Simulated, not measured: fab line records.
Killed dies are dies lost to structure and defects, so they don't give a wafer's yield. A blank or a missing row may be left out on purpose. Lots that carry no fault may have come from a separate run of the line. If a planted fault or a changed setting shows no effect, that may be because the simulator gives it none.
Check of tool commonality + flow gf180mcu + 11 lots, 33 wafers sampled

REASON IT WAS OPENED
2 of 11 lots carry a flag on the reading NSD_TW at GF_NSD_TW_MEAS_12. No-fault wafers: 4273, standard deviation 18.
Rule: a lot gets a flag if all its wafers with a number sit over 4 standard deviations from that mean, or if no wafer of it has a number. The other lots count as sound.

| lot  | measured     | on            | NSD_TW, wafer by wafer | flag    |
|------|--------------|---------------|------------------------|---------|
| L265 | day 13 09:02 | film-metro-02 | 4270 4296 4276         |         |
| L267 | day 13 23:38 | film-metro-03 | 4259 4271 4249         |         |
| L268 | day 14 04:01 | film-metro-02 | 4291 4279 4287         |         |
| L274 | day 16 10:44 | film-metro-01 | 4266 4248 4254         |         |
| L276 | day 17 06:19 | film-metro-02 | 4283 4294 4276         |         |
| L277 | day 17 15:18 | film-metro-01 | 4299 4295 4293         |         |
| L279 | day 18 05:43 | film-metro-03 | 4259 4276 4272         |         |
| L281 | day 18 19:38 | film-metro-03 | 4468 4499 4489         | FLAGGED |
| L282 | day 19 06:39 | film-metro-02 | 4302 4276 4275         |         |
| L283 | day 19 14:11 | film-metro-01 | 4506 4501 4513         | FLAGGED |
| L288 | day 21 06:38 | film-metro-03 | 4267 4290 4276         |         |
The mean of the flagged lots' numbers is 4496, +223 from the usual (+12 standard deviations).

EACH LOT AND THE TOOL IT RAN ON
2 process steps preceding the reading are held in the record, out of 602 steps in the route. Read each cell as the tool, then ch plus the chambers that the sampled wafers visited, then the start.
| lot  | flag    | GF_NSD_IMPLANT_09               | GF_NSD_STRIP_11                      |
|------|---------|---------------------------------|--------------------------------------|
| L265 |         | implanter-03 ch 0, day 13 08:38 | plasma-asher-03 ch 0,1, day 13 08:56 |
| L267 |         | implanter-04 ch 0, day 13 23:15 | plasma-asher-02 ch 0,1, day 13 23:32 |
| L268 |         | implanter-03 ch 0, day 14 03:37 | plasma-asher-04 ch 0,1, day 14 03:55 |
| L274 |         | implanter-04 ch 0, day 16 10:22 | plasma-asher-04 ch 0,1, day 16 10:39 |
| L276 |         | implanter-03 ch 0, day 17 05:55 | plasma-asher-03 ch 0,1, day 17 06:13 |
| L277 |         | implanter-03 ch 0, day 17 14:56 | plasma-asher-03 ch 0,1, day 17 15:13 |
| L279 |         | implanter-03 ch 0, day 18 05:21 | plasma-asher-04 ch 0,1, day 18 05:37 |
| L281 | FLAGGED | implanter-03 ch 0, day 18 19:14 | plasma-asher-04 ch 0,1, day 18 19:32 |
| L282 |         | implanter-01 ch 0, day 19 06:17 | plasma-asher-03 ch 0,1, day 19 06:34 |
| L283 | FLAGGED | implanter-03 ch 0, day 19 13:48 | plasma-asher-03 ch 0,1, day 19 14:05 |
| L288 |         | implanter-04 ch 0, day 21 06:15 | plasma-asher-03 ch 0,1, day 21 06:32 |
These steps, and what they do:
- GF_NSD_IMPLANT_09
- GF_NSD_STRIP_11: strips in O2/N2.
- GF_NSD_TW_MEAS_12

FLAGGED AGAINST TOTAL, ONE TOOL AT A TIME (gauges that did the reading follow at the end)
| step              | tool            | lots run | flagged | share of the flagged lots | sound lots run after its first flagged lot |
|-------------------|-----------------|----------|---------|---------------------------|--------------------------------------------|
| GF_NSD_IMPLANT_09 | implanter-01    | 1        | 0       | none                      | -                                          |
| GF_NSD_IMPLANT_09 | implanter-03    | 7        | 2       | all                       | 0                                          |
| GF_NSD_IMPLANT_09 | implanter-04    | 3        | 0       | none                      | -                                          |
| GF_NSD_STRIP_11   | plasma-asher-02 | 1        | 0       | none                      | -                                          |
| GF_NSD_STRIP_11   | plasma-asher-03 | 6        | 1       | some                      | 1 (L288)                                   |
| GF_NSD_STRIP_11   | plasma-asher-04 | 4        | 1       | some                      | 0                                          |
| GF_NSD_TW_MEAS_12 | film-metro-01   | 3        | 1       | some                      | 0                                          |
| GF_NSD_TW_MEAS_12 | film-metro-02   | 4        | 0       | none                      | -                                          |
| GF_NSD_TW_MEAS_12 | film-metro-03   | 4        | 1       | some                      | 1 (L288)                                   |

WHAT THE TABLE PERMITS
In the table, 1 row covers all flagged lots: implanter-03 at GF_NSD_IMPLANT_09.
- implanter-03 at GF_NSD_IMPLANT_09: 2 of its 7 lots flagged. Last sound lot L279 at day 18 05:21, first flagged lot L281 at day 18 19:14; a fault beginning in between fits. Its own readings lie more than 4 standard deviations out on every wafer of the flagged lots: beam-energy-keV.
implanter-03 at GF_NSD_IMPLANT_09 is the single tool remaining.

WHAT WAS PUT IN BY THE SIMULATOR
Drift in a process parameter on implanter-03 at GF_NSD_IMPLANT_09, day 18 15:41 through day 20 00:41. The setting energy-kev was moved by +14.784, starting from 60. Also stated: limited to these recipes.
Shown lots that were struck: L281, L283. The rule above reached the same finding.
